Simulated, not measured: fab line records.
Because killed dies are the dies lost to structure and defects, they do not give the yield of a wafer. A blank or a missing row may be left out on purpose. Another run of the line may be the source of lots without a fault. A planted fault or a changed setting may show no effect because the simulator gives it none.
Problem report in the 8D (eight disciplines) form, filled by code | flow gf180mcu | the parts of the form that need people (team, actions taken, sign-off) are left out

1. PROBLEM STATEMENT
Wafers without a fault read 280.3 nm, standard deviation 1.2; cd_nm at GF_M2_CD_MEAS_14 reads a mean of 259.8 nm on 6 wafers belonging to 2 lots. Measured from the usual mean, that is -17 standard deviations.
The step: target cd 280 nm.
The first sign was on wafer L264.1 at day 23 00:29, on cd_sem-02. The record has a number at this step for 30 wafers belonging to 10 lots. The rule behind "out" and "out of limits": a value lying over 4 standard deviations away from the usual mean. All remaining wafers that have a number are taken as sound.

2. WHAT IT IS, WHAT IT ISN'T
question                    | is                     | is not
which readings at this step | cd_nm                  | -
which lots                  | L264, L265             | L254, L255, L261, L267, L268, L275, L276, L277
which wafers of those lots  | all that have a number | -
read on which gauges        | cd_sem-02              | cd_sem-01
when                        | from day 23 00:29      | up to then (9 sound wafers); but 15 sound wafers of L267, L268, L275, L276, L277 came after

3. SUSPECTS, AND WHAT RULES EACH OUT
Counting: a tool stays on the suspect list if, at a process step up to the reading, it processed all lots that are out and no sound lot following the first of them.
- ruled out: the gauge at GF_M2_CD_MEAS_14. All the wafers that are out were read on cd_sem-02, but those of them that GF_M2_EXPOSE_11 has rows for are out there too, on other tools.
- krf_scanner-01 at GF_M2_EXPOSE_11 (exposes mask Metal2, target cd 280 nm): kept. All lots that are out passed through it, beginning with L264 at day 22 13:29, and no sound lot followed; its final sound lot before that point was L261 at day 21 04:59. Out on those wafers are its own readings of exposure_dose_mJ_cm2.
Left after counting: krf_scanner-01 at GF_M2_EXPOSE_11.

4. THE CAUSE (what the simulator had put in)
Drift in process parameters on krf_scanner-01 at GF_M2_EXPOSE_11, starting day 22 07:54. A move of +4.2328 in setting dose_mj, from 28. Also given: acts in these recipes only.
Counting left only this tool.

5. THE CHAIN OF EFFECTS, in route order
Each row: a reading where the mean over the struck wafers with a number is more than 3 standard deviations away from the usual. Only readings for which the record gives a usual standard deviation are gone through. hours: the time from each lot's start at the first step in this table that gives one to its start at this step, as a median over the lots. sigmas: the change in usual standard deviations.
hours | step             | reading              | usual    | on struck wafers | change | sigmas
0     | GF_M2_EXPOSE_11  | exposure_dose_mJ_cm2 | 27.91    | 32.16            | +4.25  | +99 or more
11    | GF_M2_CD_MEAS_14 | cd_nm                | 280.3 nm | 259.8            | -20.5  | -17
The process steps in it:
- GF_M2_EXPOSE_11: exposes mask Metal2, target cd 280 nm.

6. HOW IT WOULD HAVE BEEN CAUGHT EARLIER
In this record the first reading out of limits at a measuring or inspecting step was taken at day 23 00:29, 17 hours after the fault began at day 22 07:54.
At GF_M2_EXPOSE_11, the tool's own readings (exposure_dose_mJ_cm2) were out on each struck wafer the step has a row for, so an alarm limit on them would have fired on the first such wafer.
The start of GF_M2_EXPOSE_11 on krf_scanner-01 came by day 23 00:29 for every one of the lots that are out (2). Holding the tool at that point would not have protected any of them.
